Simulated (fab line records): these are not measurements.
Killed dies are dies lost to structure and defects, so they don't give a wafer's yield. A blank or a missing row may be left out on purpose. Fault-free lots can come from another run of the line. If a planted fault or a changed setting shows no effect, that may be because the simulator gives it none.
Which tool did it? :: flow sky130 :: 12 lots with 36 wafers sampled at 2 steps, on a route of 708 steps

== WHAT EACH GAUGE READ, for each wafer ==
SKY_FIELD_ISO_BOW_MEAS_00. Usual: INCOMING_BOW typically reads 0 um, with standard deviation 6.2.
lot: L331
measured: day 1 15:01
on: film metro-02
INCOMING_BOW (um): -5 -2 -5
flag: 

lot: L332
measured: day 1 20:01
on: film metro-04
INCOMING_BOW (um): 3 -9 -10
flag: 

lot: L333
measured: day 2 01:01
on: film metro-04
INCOMING_BOW (um): 5 4 1
flag: 

lot: L335
measured: day 2 11:01
on: film metro-03
INCOMING_BOW (um): -4 -4 6
flag: 

lot: L336
measured: day 2 16:00
on: film metro-03
INCOMING_BOW (um): 1 10 1
flag: 

lot: L338
measured: day 3 02:00
on: film metro-04
INCOMING_BOW (um): -5 4 4
flag: 

lot: L340
measured: day 3 12:02
on: film metro-03
INCOMING_BOW (um): -6 -7 -16
flag: 

lot: L341
measured: day 3 17:01
on: film metro-04
INCOMING_BOW (um): 6 7 -11
flag: 

lot: L345
measured: day 4 13:01
on: film metro-03
INCOMING_BOW (um): 3 7 -9
flag: 

lot: L348
measured: day 5 04:00
on: film metro-04
INCOMING_BOW (um): 0 -3 3
flag: 

lot: L349
measured: day 5 09:02
on: film metro-02
INCOMING_BOW (um): -1 4 4
flag: 

lot: L350
measured: day 5 14:00
on: film metro-03
INCOMING_BOW (um): 6 4 2
flag: 

SKY_FIELD_ISO_THK_MEAS_02. Usual: FIELD_ISO_OXIDATION_00_THK typically reads 12.12 nm, with standard deviation 0.2.
lot: L331
measured: day 1 17:34
on: film metro-03
FIELD_ISO_OXIDATION_00_THK (nm): 12.32 12.37 12.12
flag: 

lot: L332
measured: day 1 23:26
on: film metro-04
FIELD_ISO_OXIDATION_00_THK (nm): 12.21 12.22 12.31
flag: 

lot: L333
measured: day 2 03:45
on: film metro-03
FIELD_ISO_OXIDATION_00_THK (nm): 11.97 12.22 11.91
flag: 

lot: L335
measured: day 2 12:38
on: film metro-04
FIELD_ISO_OXIDATION_00_THK (nm): 12.11 11.96 11.99
flag: 

lot: L336
measured: day 2 19:04
on: film metro-03
FIELD_ISO_OXIDATION_00_THK (nm): 12.09 12.13 11.93
flag: 

lot: L338
measured: day 3 04:52
on: film metro-02
FIELD_ISO_OXIDATION_00_THK (nm): 11.92 11.91 12.09
flag: 

lot: L340
measured: day 3 14:19
on: film metro-03
FIELD_ISO_OXIDATION_00_THK (nm): 11.87 12.09 12.22
flag: 

lot: L341
measured: day 3 19:08
on: film metro-04
FIELD_ISO_OXIDATION_00_THK (nm): 11.74 11.61 11.61
flag: 

lot: L345
measured: day 4 14:38
on: film metro-04
FIELD_ISO_OXIDATION_00_THK (nm): 12.45 12.46 12.40
flag: 

lot: L348
measured: day 5 05:38
on: film metro-03
FIELD_ISO_OXIDATION_00_THK (nm): 12.27 12.38 12.07
flag: 

lot: L349
measured: day 5 10:39
on: film metro-03
FIELD_ISO_OXIDATION_00_THK (nm): 12.29 12.33 12.28
flag: 

lot: L350
measured: day 5 15:38
on: film metro-02
FIELD_ISO_OXIDATION_00_THK (nm): 12.00 12.25 11.87
flag: 

== WHAT TOOL EACH LOT RAN ON (gives the tool, then ch and the chambers of the sampled wafers, and finally the start) ==
Record: no process step prior to these readings.

== WHAT THE TOOLS THEMSELVES READ (means of the sampled wafers that have a number; where no wafer has one, the mark that the record gives instead) ==
The record holds no such reading with a usual standard deviation.

== THE ANSWER, worked out from the rows above alone ==
Rule: lot off if the mean of its wafers having a number is beyond 3 standard deviations from the usual mean. A lot without any number at a reading at which 4 lots or more have one is off too. All remaining lots with rows at the step are treated as sound. After the gauges, taken in route order, come the tools' own readings; for these a lot's mean is taken, as printed above. The first step at which some lot is off is used, and at that step the reading that is off furthest; a lot without a number counts as furthest.
Nothing can be told from this: no lot is off at any reading shown.

== WHAT THE SIMULATOR PUT IN ==
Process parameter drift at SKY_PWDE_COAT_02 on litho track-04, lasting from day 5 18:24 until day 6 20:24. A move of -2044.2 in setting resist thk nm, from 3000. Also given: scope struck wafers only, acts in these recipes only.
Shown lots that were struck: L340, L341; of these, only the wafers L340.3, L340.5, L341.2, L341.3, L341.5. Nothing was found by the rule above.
